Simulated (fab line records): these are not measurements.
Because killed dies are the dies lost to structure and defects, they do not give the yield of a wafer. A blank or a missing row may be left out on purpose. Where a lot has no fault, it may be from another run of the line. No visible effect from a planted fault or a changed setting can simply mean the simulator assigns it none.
Problem report in the 8D (eight disciplines) form, filled by code    flow sky130    the parts of the form that need people (team, actions taken, sign-off) are left out

1. THE PROBLEM
Wafers without a fault read 7.699e+15, standard deviation 8e+12; dose_ions_cm2 at SKY_POLY_GATE_IMPLANT_02 reads a mean of 8.570e+15 on 6 wafers belonging to 2 lots. So: +99 or more standard deviations from the usual mean.
First observed at day 18 23:13: wafer L679.1, on implanter-03. The record has a number at this step for 36 wafers belonging to 12 lots. The rule behind "out" and "out of limits": a value lying over 4 standard deviations away from the usual mean. The other wafers with a number count as sound.

2. WHAT IT IS, WHAT IT ISN'T
question                     is                      is not
which readings at this step  dose_ions_cm2           -
which lots                   L679, L680              L668, L669, L670, L671, L673, L687, L688, L689, L690, L691
which wafers of those lots   all that have a number  -
read on which tools          implanter-03            implanter-02, implanter-04
when                         from day 18 23:13       up to then (15 sound wafers); but 15 sound wafers of L687, L688, L689, L690, L691 came after

3. THE SUSPECTS, EACH WITH WHAT RULES IT OUT
Counting: any tool at a process step up to the reading is kept as a suspect provided that every lot that is out went through it and no sound lot did after the first of them.
- implanter-03 at SKY_POLY_GATE_IMPLANT_02: ruled out as a lasting fault. Following L679 (day 18 23:13), the first lot on it that is out, the sound lots L689, L690, L691 were run on it.
Left after counting: nothing in the record.

4. THE CAUSE (what the simulator had put in)
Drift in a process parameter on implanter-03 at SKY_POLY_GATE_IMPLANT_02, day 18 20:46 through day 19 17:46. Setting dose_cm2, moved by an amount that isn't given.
Counting ruled it out, wrongly.

5. THE EFFECT CHAIN, in route order
Rows list readings where the struck wafers' mean (over those with a number) sits beyond 3 standard deviations from the usual. Readings are gone through only where the record gives a usual standard deviation; hours: the median, over the lots, of the time from a lot's start at the first step in this table giving one to that lot's start at this step; sigmas: the change measured in usual standard deviations.
hours  step                      reading                   usual      on struck wafers  change      sigmas
0      SKY_POLY_GATE_IMPLANT_02  dose_ions_cm2             7.699e+15  8.570e+15         +8.707e+14  +99 or more
0      SKY_RES_PROTECT_STRIP_07  strip_time_to_endpoint_s  23.29 s    23.73             +0.45       +9.7
Its process steps:
- SKY_POLY_GATE_IMPLANT_02
- SKY_RES_PROTECT_STRIP_07: strips in O2/N2.
Later measuring or inspecting steps at which every struck wafer that the step has a row for has a number for every such reading, and none has moved that far: SKY_POLY_GATE_OVL_MEAS_14.

6. WHAT WOULD HAVE CAUGHT IT SOONER
In this record no reading fell out of limits until day 18 23:13, 2 hours after the fault had begun at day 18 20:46.
